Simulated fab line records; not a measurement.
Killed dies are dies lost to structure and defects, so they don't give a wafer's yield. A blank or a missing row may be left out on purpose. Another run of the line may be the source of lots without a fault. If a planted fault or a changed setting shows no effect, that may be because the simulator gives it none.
The tool behind it: which one? | flow gf180mcu | Sampling: 6 lots, 18 wafers, 2 of 602 route steps

== WHAT THE GAUGES READ, wafer by wafer ==
GF_M5_OVL_MEAS_08.
lot  | measured     | on         | M5_OVL (nm)
L227 | day 26 02:44 | overlay-02 | 11 0 8
L229 | day 27 02:14 | overlay-02 | 4 4 11
L231 | day 27 10:26 | overlay-02 | 8 11 2
L233 | day 28 05:11 | overlay-01 | 6 0 0
L238 | day 30 08:44 | overlay-01 | -2 -3 -6
L244 | day 31 19:35 | overlay-02 | -4 -2 -2

== EACH LOT AND THE TOOL THAT RAN IT (in order: tool; ch and the chambers of the sampled wafers; start) ==
lot  | GF_M3_SPUTTER_04
L227 | pvd sputter-01, day 20 03:12
L229 | pvd sputter-03, day 21 04:54
L231 | pvd sputter-01, day 21 16:25
L233 | pvd sputter-03, day 22 14:00
L238 | pvd sputter-03, day 25 03:09
L244 | pvd sputter-01, day 26 22:56
- GF_M3_SPUTTER_04: material TiN, target thk 50 nm, time 41.7 s.

== THE ANSWER, worked out from the rows above alone ==
Rule: usual is defined by the lots themselves. The widest of any qualifying gaps counts: lots, ordered by their means at a reading, are off when they make up no more than a third of the lots, leave a main group of 4 or more, and stand apart from it by 3 or more times the standard deviation of that group's means. If all means in a main group match to the digits the tables above print for the reading, that group is not used. Also off: a lot with no number at a reading for which 4 or more lots have one. Any other lot the step has rows for is counted as sound.
Nothing can be told from this: no lot is off at any reading shown.

== WHAT THE SIMULATOR HAD PUT IN ==
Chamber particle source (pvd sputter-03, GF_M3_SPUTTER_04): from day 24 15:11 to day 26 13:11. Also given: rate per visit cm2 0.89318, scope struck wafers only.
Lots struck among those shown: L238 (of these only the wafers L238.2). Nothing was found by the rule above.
